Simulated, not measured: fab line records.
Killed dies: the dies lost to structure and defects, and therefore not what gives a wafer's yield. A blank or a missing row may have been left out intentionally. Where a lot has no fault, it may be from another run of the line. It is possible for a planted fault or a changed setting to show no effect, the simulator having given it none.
fab line records	flow sky130
record lots=6	wafers=18	last_day=49
route steps=708 shown VIA3@575
lots that met no fault: taken from a fault-free run of the same line
start_h: the number of hours between the record's first day and the start of the first shown wafer of the lot	wait_h: hours from the lot's prior step to this one	" identical to the entry in the row above	L1.1+2: a single row standing in for several wafers	- value missing, or start not given	* or withheld: withheld	< > ~ a bound
route shown NAME@n: NAME is a module with steps in the file, n the number in the route of the first one	usual: mean/standard deviation taken from wafers without a fault	same: alike in all rows	chamber/n: place in a boat	sites: the reading at each site	_std_site: their standard deviation	_edge_site: the outer-site mean with the inner-site mean subtracted	radius_mm: how far each site lies from the wafer's centre	mask NAME#n: copy n	behind: the most recent tool/chamber to have shaped the wafer	hold: why the lot went on hold/how many hours it stayed there/how the hold came to an end	device: the transistor (n, p or np) that didn't switch	end of line: at the end of the route, the tests of the same wafers	a step without rows: its recipe alone	killed: not the wafer's yield, but the dies lost to structure and defects at the first sort	map: a wafer's dies, x killed, . not, _ none there
set.NAME: the setting that was run; set.NAME@STEP: the one run at that earlier step	model.NAME: the simulator's own value behind a step, which no gauge read
a table for each step, a row for each wafer; lots at some steps of the route
services: the hour from which a tool's chamber was out of use, counted from the record's first day as start_h (under 0 if before that day), plus the number of hours and why
## steps
# step SKY_VIA3_CMP_02
# recipe material=SiO2	down_force_psi=4	platen_rpm=60	pad_velocity_m_s=0.94248
# usual motor_current_A=11.7/1.2	slurry_flow_ml_min=149.9/0.44
lot.wafer	tool	chamber	start_h	wait_h	motor_current_A	slurry_flow_ml_min
L730.3	cmp-01	0	909.46	0.1	12.5	150.3
L730.4	"	1	"	"	11.0	150.2
L730.5	"	2	"	"	9.5	149.9
L734.3	cmp-02	2	944.80	0.0	12.9	149.9
L734.2	"	1	"	"	11.9	150.3
L734.5	"	3	"	"	12.6	149.0
L735.4	cmp-01	1	951.32	0.0	11.3	150.0
L735.3	"	0	"	"	13.1	150.5
L735.6	"	2	"	"	9.5	149.8
L742.2	cmp-02	0	1005.22	0.2	12.2	149.8
L742.3	"	1	"	"	11.9	150.4
L742.5	"	1	"	"	12.3	150.3
L744.1	cmp-02	0	1021.28	0.1	11.2	150.0
L744.2	"	1	"	"	12.1	149.8
L744.5	"	0	"	"	11.7	150.2
L747.3	cmp-02	2	1040.95	0.0	12.7	149.5
L747.4	"	3	"	"	12.5	149.6
L747.5	"	3	"	"	12.6	150.2
# step SKY_VIA3_BOW_MEAS_03
# recipe mode=bow
# usual VIA3_BOW=82/7.6
lot.wafer	tool	chamber	start_h	wait_h	VIA3_BOW[um]
L730.3	film_metro-01	-	909.70	0.2	87
L730.4	"	-	"	"	82
L730.5	"	-	"	"	89
L734.2	film_metro-04	-	945.12	0.1	78
L734.3	"	-	"	"	83
L734.5	"	-	"	"	83
L735.3	film_metro-04	-	951.66	0.1	86
L735.4	"	-	"	"	83
L735.6	"	-	"	"	79
L742.2	film_metro-02	-	1005.54	0.3	75
L742.3	"	-	"	"	87
L742.5	"	-	"	"	77
L744.1	film_metro-01	-	1021.53	0.2	86
L744.2	"	-	"	"	72
L744.5	"	-	"	"	79
L747.3	film_metro-01	-	1041.29	0.3	86
L747.4	"	-	"	"	79
L747.5	"	-	"	"	68
# step SKY_VIA3_DEHYDRATE_04
# recipe temp_c=200	time_s=60
# step SKY_VIA3_HMDS_05
# recipe prime_time_s=60	prime_temp_c=120
# step SKY_VIA3_COAT_06
# recipe resist=BARC	temp_c=withheld	time_s=withheld	spin_rpm=3000	resist_thk_nm=60
# step SKY_VIA3_COAT_07
# recipe resist=KrF-thick	spin_rpm=3000	resist_thk_nm=450
# step SKY_VIA3_SOFTBAKE_08
# recipe temp_c=100	time_s=90	resist=KrF-thick
# step SKY_VIA3_EXPOSE_09
# recipe mask_id=VIM3	na=0.8	source_shape=annular	sigma_inner=0.55	sigma_outer=0.85	target_cd_nm=200	dose_mj=38
# step SKY_VIA3_PEB_10
# recipe peb_temp_c=withheld	peb_time_s=withheld	resist=KrF-thick
# step SKY_VIA3_DEVELOP_11
# recipe develop_time_s=60	resist=KrF-thick	dev_temp_c=21
# step SKY_VIA3_CD_MEAS_12
# recipe target_cd_nm=200
# usual cd_nm=199.9/1.2
lot.wafer	tool	chamber	start_h	wait_h	cd_nm
L730.3	cd_sem-02	-	934.17	-	200.4
L730.4	"	-	"	"	201.2
L730.5	"	-	"	"	201.1
L734.2	cd_sem-02	-	969.35	-	201.9
L734.3	"	-	"	"	200.4
L734.5	"	-	"	"	201.2
L735.3	cd_sem-02	-	975.72	-	201.0
L735.4	"	-	"	"	201.8
L735.6	"	-	"	"	201.5
L742.2	cd_sem-01	-	1028.71	-	199.9
L742.3	"	-	"	"	200.2
L742.5	"	-	"	"	200.9
L744.1	cd_sem-02	-	1044.85	-	198.7
L744.2	"	-	"	"	199.3
L744.5	"	-	"	"	197.7
L747.3	cd_sem-02	-	1063.38	-	197.7
L747.4	"	-	"	"	197.9
L747.5	"	-	"	"	199.3
# step SKY_VIA3_OVL_MEAS_13
# usual VIA3_OVL=-1/5
lot.wafer	tool	chamber	start_h	wait_h	VIA3_OVL[nm]
L730.3	overlay-01	-	934.26	0.1	0
L730.4	"	-	"	"	-5
L730.5	"	-	"	"	-4
L734.2	overlay-01	-	969.46	0.1	-8
L734.3	"	-	"	"	-4
L734.5	"	-	"	"	-2
L735.3	overlay-02	-	975.81	0.1	-3
L735.4	"	-	"	"	-7
L735.6	"	-	"	"	-1
L742.2	overlay-01	-	1028.82	0.1	-1
L742.3	"	-	"	"	-7
L742.5	"	-	"	"	-3
L744.1	overlay-01	-	1044.97	0.1	-3
L744.2	"	-	"	"	-6
L744.5	"	-	"	"	2
L747.3	overlay-01	-	1063.48	0.1	-1
L747.4	"	-	"	"	-1
L747.5	"	-	"	"	-4
# step SKY_VIA3_ETCH_14
# recipe chemistry=N2/H2	target=BARC	ion_energy_ev=200	source_w=500	bias_w=100	pressure_mtorr=30	n2_flow_sccm=100	h2_flow_sccm=200	stop_on=SiO2	time_s=45.9	target_depth_a=600
# usual drypump_motor_current_A=5.8/0.44	oes_product_au=0.854/0.0049	run_length_s=74.2/0.51	throttle_valve_pct=13.225/0.0091
lot.wafer	tool	chamber	start_h	wait_h	drypump_motor_current_A	oes_product_au	rf_hours_counter_h	run_length_s	throttle_valve_pct	model.KrF-thick_of_VIA3_COAT_07.thk_nm	model.etch.depth_nm	model.VIA3.cd_nm
L730.3	rie_diel-03	0	934.29	0.0	5.4	0.857	15	74.9	13.224	393.3	59.97	201.1
L730.4	"	1	"	"	5.4	0.859	7	74.1	13.214	392.2	60.19	201.7
L730.5	"	0	"	"	5.4	0.852	-	74.5	13.218	392.5	60.11	201.2
L734.2	rie_diel-03	0	969.49	0.0	5.4	0.979	16	61.8	13.234	403.1	55.55	200
L734.3	"	2	"	"	5.7	0.991	7	61.5	13.232	404.6	56.25	198.3
L734.5	"	0	"	"	5.4	0.982	-	61.6	13.223	404.5	54.91	199.8
L735.3	rie_diel-03	3	975.84	0.0	6.4	1.024	23	62.1	13.238	401.3	58.64	197.6
L735.4	"	1	"	"	5.4	0.998	8	61.7	13.234	404	57.08	199
L735.6	"	0	"	"	5.4	0.985	-	62.1	13.212	403.4	54.73	199.7
L742.2	rie_diel-02	3	1028.85	0.0	6.4	0.850	20	73.4	13.219	393.5	59.76	200
L742.3	"	1	"	"	5.3	0.851	24	74.4	13.234	391	59.7	199.7
L742.5	"	2	"	"	5.8	0.844	-	74.8	13.226	394.3	59.9	200.5
L744.1	rie_diel-01	2	1045.00	0.0	5.5	0.849	24	73.4	13.237	392.4	60.13	199.6
L744.2	"	3	"	"	6.1	0.852	5	74.3	13.244	393.1	60.18	197.6
L744.5	"	3	"	"	6.1	0.860	-	73.8	13.223	391.6	60.14	196.3
L747.3	rie_diel-02	3	1063.50	0.0	6.4	0.857	22	74.0	13.229	391.4	60.16	198
L747.4	"	2	"	"	5.8	0.857	-	74.3	13.227	392.2	59.96	196.5
L747.5	"	0	"	"	6.2	0.857	-	74.2	13.227	391.9	60.11	198.8
# step SKY_VIA3_ETCH_15
# recipe target=SiO2	chemistry=C4F8/O2/Ar	target_depth_nm=507	stop_on=TiN	mask_material=KrF-thick	source_w=1500	bias_w=1200	pressure_mtorr=40	c4f8_flow_sccm=withheld	O2_flow_sccm=6	Ar_flow_sccm=300	time_s=78
# usual oes_product_au=0.945/0.0042	run_length_s=106.4/0.5
lot.wafer	tool	chamber	start_h	wait_h	oes_product_au	rf_hours_counter_h	run_length_s	model.KrF-thick_of_VIA3_COAT_07.thk_nm
L730.3	rie_diel-03	0	934.33	0.0	0.945	15	106.4	293.7
L730.4	"	1	"	"	0.952	7	106.4	288.7
L730.5	"	0	"	"	0.940	-	106.3	293.3
L734.2	rie_diel-03	0	969.53	0.0	0.891	16	106.4	305.1
L734.3	"	2	"	"	0.915	7	106.7	303.7
L734.5	"	0	"	"	0.863	-	107.2	305.8
L735.3	rie_diel-03	3	975.88	0.0	0.947	23	107.0	296.5
L735.4	"	1	"	"	0.925	8	106.2	301.3
L735.6	"	0	"	"	0.864	-	106.5	304.9
L742.2	rie_diel-02	3	1028.89	0.0	0.930	20	106.0	293.6
L742.3	"	1	"	"	0.942	24	106.5	287.7
L742.5	"	2	"	"	0.946	-	106.5	295.6
L744.1	rie_diel-01	2	1045.07	0.0	0.940	24	105.6	288.2
L744.2	"	3	"	"	0.947	6	106.0	288.6
L744.5	"	3	"	"	0.950	-	106.0	288
L747.3	rie_diel-02	3	1063.54	0.0	0.947	22	105.7	288.7
L747.4	"	2	"	"	0.949	-	106.4	291.7
L747.5	"	0	"	"	0.947	-	106.3	288.4
# step SKY_VIA3_STRIP_16
# recipe chemistry=O2/N2	power_w=1400	pressure_mtorr=1500	platen_temp_c=withheld	o2_flow_sccm=3000	n2_flow_sccm=300	overash_fraction=0.5
# usual drypump_motor_current_A=5.96/0.29	oes_product_au=0.401/0.0047	strip_time_to_endpoint_s=4.12/0.037
lot.wafer	tool	chamber	start_h	wait_h	drypump_motor_current_A	oes_product_au	rf_hours_counter_h	strip_time_to_endpoint_s
L730.3	plasma_asher-02	0	934.42	0.1	5.83	0.409	-	4.15
L730.4	"	1	"	"	6.03	0.404	-	4.12
L730.5	"	0	"	"	5.79	0.404	-	4.14
L734.2	plasma_asher-02	0	969.59	0.0	5.79	0.399	27	4.27
L734.3	"	1	"	"	6.04	0.410	-	4.26
L734.5	"	0	"	"	5.78	0.407	-	4.27
L735.3	plasma_asher-01	1	975.97	0.1	5.32	0.411	-	4.18
L735.4	"	0	"	"	5.71	0.408	-	4.25
L735.6	"	0	"	"	5.72	0.410	-	4.28
L742.2	plasma_asher-02	1	1028.95	0.0	6.05	0.402	32	4.15
L742.3	"	0	"	"	5.80	0.406	-	4.10
L742.5	"	0	"	"	5.81	0.402	-	4.19
L744.1	plasma_asher-03	0	1045.16	0.1	6.21	0.408	97	4.09
L744.2	"	1	"	"	6.19	0.394	97	4.11
L744.5	"	1	"	"	6.24	0.400	-	4.10
L747.3	plasma_asher-03	0	1063.64	0.1	6.23	0.405	-	4.10
L747.4	"	1	"	"	6.24	0.395	-	4.14
L747.5	"	0	"	"	6.22	0.401	-	4.12
# step SKY_VIA3_STRIP_17
# recipe chemistry=post_etch_residue_remover	time_s=1200	temp_c=72.5
## services
tool	chamber	start_h	hours	kind
rie_diel-02	0	889.35	3.4	repair
cmp-01	-	891.98	5.2	pm
rie_diel-03	2	905.64	2.8	repair
cmp-01	-	912.18	4.0	pm
rie_diel-03	2	922.54	9.0	repair
cmp-01	-	924.93	7.1	pm
plasma_asher-01	-	926.75	15.6	pm
plasma_asher-03	-	930.92	2.9	repair
rie_diel-03	0	955.39	4.8	repair
cmp-01	-	958.01	2.0	repair
rie_diel-01	2	982.58	4.0	repair
rie_diel-01	1	984.18	3.6	repair
cmp-01	-	990.30	4.2	repair
rie_diel-01	3	999.13	9.9	repair
rie_diel-02	-	1001.13	0.4	repair
rie_diel-02	0	1026.80	2.5	repair
rie_diel-03	1	1033.38	76.9	repair
plasma_asher-02	-	1041.96	2.9	repair
rie_diel-01	0	1042.15	14.0	repair
rie_diel-01	1	1043.56	8.6	repair
plasma_asher-01	-	1055.25	9.0	pm
rie_diel-02	1	1056.62	-	clean
rie_diel-02	1	1056.62	21.7	scheduled_down
rie_diel-02	1	1056.62	21.7	vent_cycle
## key
first_sign step=SKY_VIA3_ETCH_14	reading=oes_product_au	direction=up	sigmas=29	usual=0.854	struck=0.993
effect step=SKY_VIA3_ETCH_14	reading=run_length_s	direction=down	sigmas=24	usual=*	struck=*
effect step=SKY_VIA3_ETCH_15	reading=oes_product_au	direction=down	sigmas=11	usual=0.945	struck=0.901	wafers_moved=5
effect step=SKY_VIA3_STRIP_16	reading=strip_time_to_endpoint_s	direction=up	sigmas=3.6	usual=*	struck=*
model_effect step=SKY_VIA3_ETCH_14	value=KrF-thick_of_VIA3_COAT_07.thk_nm	without=391.7	struck=403.5
model_effect step=SKY_VIA3_ETCH_15	value=KrF-thick_of_VIA3_COAT_07.thk_nm	without=291.2	struck=302.9
met_at SKY_VIA3_ETCH_14
struck_wafers L734.2,L734.3,L734.5,L735.3,L735.4,L735.6
sort_left_out L734.2,L734.3,L734.5,L735.3,L735.4,L735.6
onset_between 934.29 969.49
fault kind=process_parameter_drift	tool=rie_diel-03	chamber=-	onset_h=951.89	steps=SKY_VIA3_ETCH_14	channel=time_s	offset=*	shape=step	end_h=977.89	acts_in=*	stated=*
# sort_left_out: the simulated sort isn't trusted on such a fault, so these wafers' sort isn't shown, and their yield isn't known
